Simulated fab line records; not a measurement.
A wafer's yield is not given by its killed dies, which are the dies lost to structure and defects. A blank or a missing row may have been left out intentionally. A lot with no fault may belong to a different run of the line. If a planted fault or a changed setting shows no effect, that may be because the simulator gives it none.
Which tool is to blame?    flow sky130    Sampling: 10 lots, 30 wafers, 7 of 708 route steps

WHAT THE GAUGES SHOWED, per wafer
SKY_POLY_CUT_CD_MEAS_08: the cd target is 270 nm. Usual: cdNm at 269.8 nm, with a standard deviation of 1.5.
lot   measured      on        cdNm (nm)          flag
L638  day 24 01:38  cdSem-01  266.5 266.4 266.9  
L639  day 24 07:55  cdSem-02  271.2 271.8 270.6  
L640  day 24 16:53  cdSem-02  270.6 269.8 269.9  
L641  day 25 04:29  cdSem-02  269.7 271.1 270.5  
L642  day 25 13:09  cdSem-01  271.0 270.9 270.2  
L643  day 26 01:13  cdSem-02  269.5 269.1 270.3  
L649  day 28 01:20  cdSem-02  268.6 269.0 271.1  
L650  day 28 14:05  cdSem-01  271.1 273.5 271.3  
L651  day 28 23:38  cdSem-02  266.9 266.2 267.3  
L652  day 29 01:31  cdSem-01  269.6 269.9 271.5  

SKY_SD_N_TW_MEAS_12. Usual: SD_N_TW typically reads 3973, with standard deviation 52.
lot   measured      on            SD_N_TW         flag
L638  day 27 18:33  filmMetro-02  3875 3898 3884  
L639  day 28 00:22  filmMetro-03  3994 4013 4007  
L640  day 28 08:53  filmMetro-01  3956 3975 3952  
L641  day 28 18:19  filmMetro-01  3970 3967 3946  
L642  day 29 04:13  filmMetro-03  4043 4057 4027  
L643  day 29 15:43  filmMetro-01  3932 3954 3926  
L649  day 31 14:48  filmMetro-03  4505 4526 4521  OFF
L650  day 32 02:54  filmMetro-02  4374 4369 4367  OFF
L651  day 32 11:25  filmMetro-01  4456 4455 4457  OFF
L652  day 32 14:03  filmMetro-01  4457 4446 4464  OFF

SKY_SD_N_RS_MEAS_16: the measuring method here is four-point-probe. Usual: SD_N_RS typically reads 68.54 ohm/sq, with standard deviation 0.14.
lot   measured      on            SD_N_RS (ohm/sq)   flag
L638  day 27 18:50  filmMetro-01  68.52 68.67 68.71  
L639  day 28 00:39  filmMetro-02  68.36 68.34 68.46  
L640  day 28 09:10  filmMetro-01  68.84 68.61 68.48  
L641  day 28 18:36  filmMetro-02  68.36 68.39 68.58  
L642  day 29 04:31  filmMetro-01  68.74 68.63 68.57  
L643  day 29 16:00  filmMetro-02  68.50 68.50 68.51  
L649  day 31 15:05  filmMetro-01  30.70 30.72 30.65  OFF
L650  day 32 03:11  filmMetro-01  30.65 30.65 30.63  OFF
L651  day 32 11:43  filmMetro-02  30.56 30.53 30.56  OFF
L652  day 32 14:20  filmMetro-03  30.63 30.63 30.58  OFF

EACH LOT AND THE TOOL THAT RAN IT (in order: tool; ch and the chambers of the sampled wafers; start)
lot   SKY_LDD_LDN_STRIP_12                 SKY_RES_XHIGH_STRIP_08               SKY_SD_N_IMPLANT_09              SKY_SD_N_STRIP_11
L638  plasmaAsher-02 ch 0,1, day 22 18:20  plasmaAsher-02 ch 0,1, day 26 13:02  implanter-04 ch 0, day 27 18:09  plasmaAsher-01 ch 0,1, day 27 18:27
L639  plasmaAsher-04 ch 0, day 22 23:56    plasmaAsher-01 ch 0,1, day 26 19:17  implanter-03 ch 0, day 27 23:58  plasmaAsher-01 ch 0,1, day 28 00:15
L640  plasmaAsher-01 ch 0,1, day 23 09:44  plasmaAsher-01 ch 0,1, day 27 04:05  implanter-04 ch 0, day 28 08:29  plasmaAsher-01 ch 0,1, day 28 08:47
L641  plasmaAsher-02 ch 0,1, day 23 21:44  plasmaAsher-01 ch 0,1, day 27 14:07  implanter-03 ch 0, day 28 17:55  plasmaAsher-02 ch 0,1, day 28 18:12
L642  plasmaAsher-02 ch 0,1, day 24 05:52  plasmaAsher-02 ch 0,1, day 27 23:26  implanter-02 ch 0, day 29 03:51  plasmaAsher-01 ch 0,1, day 29 04:08
L643  plasmaAsher-04 ch 0,1, day 24 18:01  plasmaAsher-03 ch 0,1, day 28 11:14  implanter-04 ch 0, day 29 15:19  plasmaAsher-02 ch 0,1, day 29 15:36
L649  plasmaAsher-02 ch 0,1, day 26 19:14  plasmaAsher-03 ch 0,1, day 30 10:29  implanter-04 ch 0, day 31 14:24  plasmaAsher-01 ch 0, day 31 14:42
L650  plasmaAsher-01 ch 0,1, day 27 07:49  plasmaAsher-03 ch 0,1, day 30 22:53  implanter-04 ch 0, day 32 02:30  plasmaAsher-02 ch 0,1, day 32 02:48
L651  plasmaAsher-01 ch 0,1, day 27 17:37  plasmaAsher-01 ch 0,1, day 31 07:32  implanter-03 ch 0, day 32 11:03  plasmaAsher-02 ch 0,1, day 32 11:20
L652  plasmaAsher-02 ch 0,1, day 27 19:23  plasmaAsher-01 ch 0,1, day 31 09:55  implanter-04 ch 0, day 32 13:39  plasmaAsher-04 ch 1, day 32 13:57
- SKY_LDD_LDN_STRIP_12: strips in O2/N2.
- SKY_RES_XHIGH_STRIP_08: strips in O2/N2.
- SKY_SD_N_IMPLANT_09
- SKY_SD_N_STRIP_11: strips in O2/N2.

AS READ BY THE TOOLS THEMSELVES (means over the sampled wafers that have a number; for cases with no such wafer, the mark the record gives instead)
SKY_LDD_LDN_STRIP_12. Usual: drypumpMotorCurrentA 5.7 A, standard deviation 0.37; oesProductAu 0.716 a.u., standard deviation 0.0043; stripTimeToEndpointS 14.20 s, standard deviation 0.045.
lot   tool            drypumpMotorCurrentA (A)  oesProductAu (a.u.)  stripTimeToEndpointS (s)  flag
L638  plasmaAsher-02  5.7                       0.718                14.20                     
L639  plasmaAsher-04  6.2                       0.718                14.16                     
L640  plasmaAsher-01  5.4                       0.715                14.17                     
L641  plasmaAsher-02  5.9                       0.714                14.17                     
L642  plasmaAsher-02  5.9                       0.714                14.19                     
L643  plasmaAsher-04  6.2                       0.718                14.16                     
L649  plasmaAsher-02  5.7                       0.717                14.24                     
L650  plasmaAsher-01  5.4                       0.717                14.12                     
L651  plasmaAsher-01  5.6                       0.714                14.21                     
L652  plasmaAsher-02  5.7                       0.716                14.29                     

SKY_RES_XHIGH_STRIP_08. Usual: drypumpMotorCurrentA 5.7 A, standard deviation 0.34; oesProductAu 0.711 a.u., standard deviation 0.0039; stripTimeToEndpointS 14.27 s, standard deviation 0.046.
lot   tool            drypumpMotorCurrentA (A)  oesProductAu (a.u.)  stripTimeToEndpointS (s)  flag
L638  plasmaAsher-02  5.7                       0.711                14.25                     
L639  plasmaAsher-01  5.6                       0.713                14.28                     
L640  plasmaAsher-01  5.5                       0.709                14.22                     
L641  plasmaAsher-01  5.6                       0.711                14.29                     
L642  plasmaAsher-02  5.9                       0.714                14.37                     
L643  plasmaAsher-03  5.8                       0.713                14.31                     
L649  plasmaAsher-03  5.9                       0.710                14.23                     
L650  plasmaAsher-03  5.9                       0.711                14.26                     
L651  plasmaAsher-01  5.4                       0.709                14.24                     
L652  plasmaAsher-01  5.4                       0.711                14.22                     

SKY_SD_N_IMPLANT_09. Usual: doseIonsCm2 4.001e+15, standard deviation 3.8e+12; tiltDeg -0.004 degrees, standard deviation 0.018.
lot   tool          doseIonsCm2  tiltDeg (degrees)  flag
L638  implanter-04  4.001e+15    0.004              
L639  implanter-03  4.001e+15    -0.017             
L640  implanter-04  4.002e+15    0.016              
L641  implanter-03  4.003e+15    -0.023             
L642  implanter-02  4.002e+15    0.010              
L643  implanter-04  4.002e+15    -0.013             
L649  implanter-04  4.003e+15    -0.015             
L650  implanter-04  4.004e+15    -0.011             
L651  implanter-03  4.001e+15    0.006              
L652  implanter-04  3.998e+15    -0.011             

SKY_SD_N_STRIP_11. Usual: drypumpMotorCurrentA 5.8 A, standard deviation 0.38; oesProductAu 0.527 a.u., standard deviation 0.0047; stripTimeToEndpointS 22.57 s, standard deviation 0.04.
lot   tool            drypumpMotorCurrentA (A)  oesProductAu (a.u.)  stripTimeToEndpointS (s)  flag
L638  plasmaAsher-01  5.6                       0.525                22.57                     
L639  plasmaAsher-01  5.3                       0.522                22.58                     
L640  plasmaAsher-01  5.6                       0.527                22.55                     
L641  plasmaAsher-02  5.7                       0.532                22.58                     
L642  plasmaAsher-01  5.4                       0.527                22.55                     
L643  plasmaAsher-02  5.7                       0.527                22.55                     
L649  plasmaAsher-01  5.8                       0.495                25.18                     OFF
L650  plasmaAsher-02  5.7                       0.493                25.14                     OFF
L651  plasmaAsher-02  5.9                       0.500                25.17                     OFF
L652  plasmaAsher-04  5.9                       0.498                25.18                     OFF

THE ANSWER, worked out from the rows above alone
Rule: a lot counts as off when the mean over its wafers that have a number is more than 3 standard deviations away from the usual mean. Also off: a lot with no number at a reading for which 4 or more lots have one. All remaining lots with rows at the step are treated as sound. First the gauges in route order, then the tools' own readings, where a lot's mean is used as printed above. The first step at which some lot is off is used, and at that step the reading that is off furthest; a lot without a number counts as furthest.
Off: L649, L650, L651, L652, seen at SKY_SD_N_TW_MEAS_12 (SD_N_TW).
A tool fits if, at a process step before that reading, it ran every lot that is off, and no sound lot after the first of them. The gauges at SKY_SD_N_TW_MEAS_12 aren't tried: what is off there is off at SKY_SD_N_STRIP_11 too, on other tools, and a gauge's error can't cause that. No candidate that was tried fits.

WHAT WAS PUT IN BY THE SIMULATOR
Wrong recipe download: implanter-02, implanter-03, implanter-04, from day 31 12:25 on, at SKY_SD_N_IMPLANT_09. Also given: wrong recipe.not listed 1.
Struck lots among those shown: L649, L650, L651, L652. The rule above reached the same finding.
